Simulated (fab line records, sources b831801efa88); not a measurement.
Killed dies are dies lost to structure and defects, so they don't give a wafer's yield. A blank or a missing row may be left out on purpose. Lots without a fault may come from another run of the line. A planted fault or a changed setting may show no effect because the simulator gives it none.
One fault seen from 2 desks | flow gf180mcu | each desk has only its own numbers; what lay behind them comes last

THE METROLOGY DESK
What the gauges read, lot by lot, whatever tool the lot ran on: means of the sampled wafers that have a number. A lot is out of limits, marked OUT, if its mean lies more than 4 standard deviations from the usual mean; the brackets give that distance.
Columns: A = HV_LDD_RS at GF_HV_LDD_RS_MEAS_53, usual 417.6 ohm/sq; B = NSD_TW at GF_NSD_TW_MEAS_12, usual 4231
lot  | first seen here | A                | B
L225 | day 12 13:10    | 417.8            | 4253
L226 | day 13 06:18    | 417.3            | 4206
L229 | day 14 06:05    | 418.5            | 4288
L231 | day 15 00:46    | 418.4            | 4313
L232 | day 15 18:44    | 418.0            | 4174
L233 | day 15 18:56    | 418.0            | 4207
L235 | day 15 20:50    | 418.1            | 4299
L236 | day 16 05:37    | 417.6            | 4236
L237 | day 16 21:26    | 417.4            | 4218
L238 | day 17 01:16    | 417.9            | 4209
L242 | day 18 07:27    | 418.3            | 4240
L243 | day 19 01:55    | 415.1            | 4184
L245 | day 19 15:56    | 413.2 (-4.4) OUT | 4179
This desk's finding: out of limits on L245; first on L245, day 19 15:56 (HV_LDD_RS at GF_HV_LDD_RS_MEAS_53). In limits: L225, L226, L229, L231, L232, L233, L235, L236, L237, L238, L242, L243.

THE TOOL OWNER'S DESK: rtp_anneal-01
The tool's own readings at GF_HV_LDD_RTA_52 (time 10 s): means of the sampled wafers that have a number, for each lot that ran on this tool. A lot is out of limits, marked OUT, if its mean lies more than 4 standard deviations from the usual mean; the brackets give that distance.
Columns: A = lamp_power_pct at GF_HV_LDD_RTA_52, usual 31.3 %; B = wafer_temp_C_max at GF_HV_LDD_RTA_52, usual 1005.4
lot  | first seen here | A              | B
L225 | day 12 13:05    | 31.8           | 1005.1
L229 | day 14 06:02    | 31.8           | 1006.4
L231 | day 15 00:42    | 31.8           | 1006.1
L233 | day 15 18:52    | 31.8           | 1006.5
L236 | day 16 05:33    | 31.8           | 1003.8
L237 | day 16 21:23    | 31.8           | 1004.5
L242 | day 18 07:23    | 31.8           | 1006.0
L243 | day 19 01:50    | 24.4 (-16) OUT | 904.4 (-92) OUT
L245 | day 19 15:53    | 24.4 (-16) OUT | 904.3 (-92) OUT
This desk's finding: out of limits on L243, L245; first on L243, day 19 01:50 (lamp_power_pct at GF_HV_LDD_RTA_52). In limits: L225, L229, L231, L233, L236, L237, L242.

PUT TOGETHER
The tool owner's desk could have raised an alarm at day 19 01:50, on L243, L245.
The metrology desk could have raised an alarm at day 19 15:56, on L245.
The metrology desk has L243 on record, within its limits.
Of the lots named, all ran GF_HV_LDD_RTA_52 on rtp_anneal-01.

WHAT THE SIMULATOR HAD PUT IN
Process parameter drift: rtp_anneal-01, from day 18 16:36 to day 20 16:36, at GF_HV_LDD_RTA_52. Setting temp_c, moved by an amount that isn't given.
Lots struck among those shown: L243, L245.
Hours from the fault's start to each desk's first reading out of limits: the tool owner's desk, 9; the metrology desk, 23.
